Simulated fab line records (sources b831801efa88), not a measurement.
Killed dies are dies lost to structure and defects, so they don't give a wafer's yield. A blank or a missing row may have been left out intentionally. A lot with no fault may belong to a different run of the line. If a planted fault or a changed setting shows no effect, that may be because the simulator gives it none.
Which tool is to blame? ; flow gf180mcu ; 14 lots with 39 wafers sampled at 5 steps, on a route of 602 steps

WHAT THE GAUGES READ, wafer by wafer
GF_V1_THK_MEAS_25: measures by xrf. Usual: for V1_W_THK the level is 357 nm and the standard deviation is 6.6.
lot;measured;on;V1_W_THK (nm);flag
L230;day 18 10:02;filmMetro-02;349 352 354;
L231;day 18 22:49;filmMetro-01;351 349 352;
L232;day 19 01:48;filmMetro-02;373 370 354;
L233;day 19 15:50;filmMetro-02;367 350 366;
L234;day 20 03:32;filmMetro-02;354 355 356;
L235;day 20 12:29;filmMetro-01;353 356 352;
L236;day 20 19:35;filmMetro-03;367 353 356;
L242;day 23 08:16;filmMetro-03;354 354;
L244;day 23 22:10;filmMetro-01;350 367;
L245;day 24 01:15;filmMetro-03;358 358;
L246;day 24 13:08;filmMetro-03;360 360 357;
L248;day 25 11:11;filmMetro-02;364 355 374;
L249;day 25 14:18;filmMetro-03;360 358 360;
L252;day 26 08:27;filmMetro-01;358 353 355;

GF_M2_CD_MEAS_14: the cd target is 280 nm. Usual: cdNm at 280.1 nm, with a standard deviation of 1.3.
lot;measured;on;cdNm (nm);flag
L230;day 19 10:37;cdSem-01;281.5 282.4 282.3;
L231;day 19 23:40;cdSem-01;281.5 282.0 282.3;
L232;day 20 03:31;cdSem-01;281.1 281.1 279.9;
L233;day 20 16:37;cdSem-01;278.4 277.9 278.3;
L234;day 21 04:07;cdSem-02;279.1 280.5 278.8;
L235;day 21 12:31;cdSem-01;279.6 279.6 279.1;
L236;day 21 19:33;cdSem-01;280.0 280.1 280.9;
L242;day 24 07:20;cdSem-02;278.8 263.6;OFF
L244;day 24 20:25;cdSem-02;264.2 264.5;OFF
L245;day 24 23:17;cdSem-02;281.5 265.6;OFF
L246;day 25 11:02;cdSem-01;280.2 279.4 280.0;
L248;day 26 08:36;cdSem-02;280.6 279.4 281.2;
L249;day 26 11:54;cdSem-02;278.6 277.3 277.7;
L252;day 27 05:14;cdSem-02;281.6 281.1 281.5;

EACH LOT AND THE TOOL THAT RAN IT (in order: tool; ch and the chambers of the sampled wafers; start)
lot;GF_V1_ETCH_17;GF_M2_SPUTTER_03;GF_M2_EXPOSE_11
L230;rieDiel-04 ch 1,3, day 18 10:02 or earlier;pvdSputter-04, day 18 10:32;krfScanner-01 ch 0, day 18 22:19
L231;rieDiel-02 ch 0,3, day 18 22:49 or earlier;pvdSputter-01, day 18 23:20;krfScanner-01 ch 0, day 19 11:46
L232;rieDiel-04 ch 0,1,2, day 19 01:48 or earlier;pvdSputter-03, day 19 02:19;krfScanner-02 ch 0, day 19 14:54
L233;rieDiel-02 ch 0,2,3, day 19 15:50 or earlier;pvdSputter-01, day 19 16:22;krfScanner-02 ch 0, day 20 05:01
L234;rieDiel-04 ch 0,1, day 20 03:32 or earlier;pvdSputter-03, day 20 04:04;krfScanner-01 ch 0, day 20 16:00
L235;rieDiel-02 ch 1,2,3, day 20 12:29 or earlier;pvdSputter-01, day 20 13:01;krfScanner-02 ch 0, day 21 00:56
L236;rieDiel-03 ch 0,2, day 20 19:35 or earlier;pvdSputter-03, day 20 20:05;krfScanner-02 ch 0, day 21 07:58
L242;rieDiel-04 ch 0,1, day 23 08:16 or earlier;pvdSputter-04, day 23 09:05;krfScanner-02 ch 0, day 23 20:30
L244;rieDiel-04 ch 0,3, day 23 22:10 or earlier;pvdSputter-01, day 23 22:40;krfScanner-02 ch 0, day 24 10:34
L245;rieDiel-02 ch 1, day 24 01:15 or earlier;pvdSputter-03, day 24 01:44;krfScanner-02 ch 0, day 24 12:55
L246;rieDiel-02 ch 0,1, day 24 13:08 or earlier;pvdSputter-01, day 24 13:37;krfScanner-01 ch 0, day 25 00:36
L248;rieDiel-02 ch 1,2,3, day 25 11:11 or earlier;pvdSputter-04, day 25 11:42;krfScanner-01 ch 0, day 25 22:01
L249;rieDiel-03 ch 0,1,2, day 25 14:18 or earlier;pvdSputter-01, day 25 14:49;krfScanner-01 ch 0, day 26 01:56
L252;rieDiel-02 ch 1,3, day 26 08:27 or earlier;pvdSputter-01, day 26 08:58;krfScanner-02 ch 0, day 26 18:54
- GF_V1_ETCH_17: etches SiO2 in C4F8/O2/Ar, stops on TiN, target depth 630 nm.
- GF_M2_SPUTTER_03: material Ti, target thk 10 nm, time 6.7 s.
- GF_M2_EXPOSE_11: exposes mask Metal2, target cd 280 nm.

WHAT THE TOOLS THEMSELVES READ (means of the sampled wafers that have a number; where no wafer has one, the mark that the record gives instead)
GF_V1_ETCH_17. Usual: oesProductAu at 0.856 a.u., with a standard deviation of 0.0045.
lot;tool;oesProductAu (a.u.);flag
L230;rieDiel-04;0.855;
L231;rieDiel-02;0.856;
L232;rieDiel-04;0.855;
L233;rieDiel-02;0.856;
L234;rieDiel-04;0.858;
L235;rieDiel-02;0.854;
L236;rieDiel-03;0.857;
L242;rieDiel-04;0.853;
L244;rieDiel-04;0.857;
L245;rieDiel-02;0.862;
L246;rieDiel-02;0.855;
L248;rieDiel-02;0.857;
L249;rieDiel-03;0.850;
L252;rieDiel-02;0.852;

GF_M2_SPUTTER_03. Usual: cathodeDcPowerW 3000.0 W, standard deviation 0.57; throttleValvePct 29.9 %, standard deviation 0.92.
lot;tool;cathodeDcPowerW (W);throttleValvePct (%);flag
L230;pvdSputter-04;3000.2;30.0;
L231;pvdSputter-01;2999.7;30.5;
L232;pvdSputter-03;3000.2;30.6;
L233;pvdSputter-01;2999.7;29.6;
L234;pvdSputter-03;3000.2;30.1;
L235;pvdSputter-01;3000.2;29.1;
L236;pvdSputter-03;3000.3;30.9;
L242;pvdSputter-04;2999.6;31.3;
L244;pvdSputter-01;3000.3;30.1;
L245;pvdSputter-03;2999.9;30.2;
L246;pvdSputter-01;2999.5;30.5;
L248;pvdSputter-04;2999.6;30.5;
L249;pvdSputter-01;2999.4;30.0;
L252;pvdSputter-01;2999.7;29.9;

THE ANSWER, worked out from the rows above alone
Rule: a lot counts as off when the mean over its wafers that have a number is more than 3 standard deviations away from the usual mean. A lot without any number at a reading at which 4 lots or more have one is off too. The other lots that the step has rows for count as sound. First the gauges in route order, then the tools' own readings, where a lot's mean is used as printed above. The first step at which some lot is off is used, and at that step the reading that is off furthest; a lot without a number counts as furthest.
Off: L242, L244, L245, at GF_M2_CD_MEAS_14 (cdNm).
If a tool, at a process step before that reading, ran all the lots that are off and no sound lot after the first of them, it fits. Those tools and the gauges at GF_M2_CD_MEAS_14 are tried in the same way. GF_V1_ETCH_17: start missing for some lots; hours and lot order therefore follow GF_V1_THK_MEAS_25. Of those tried, none fits.

WHAT THE SIMULATOR HAD INSERTED
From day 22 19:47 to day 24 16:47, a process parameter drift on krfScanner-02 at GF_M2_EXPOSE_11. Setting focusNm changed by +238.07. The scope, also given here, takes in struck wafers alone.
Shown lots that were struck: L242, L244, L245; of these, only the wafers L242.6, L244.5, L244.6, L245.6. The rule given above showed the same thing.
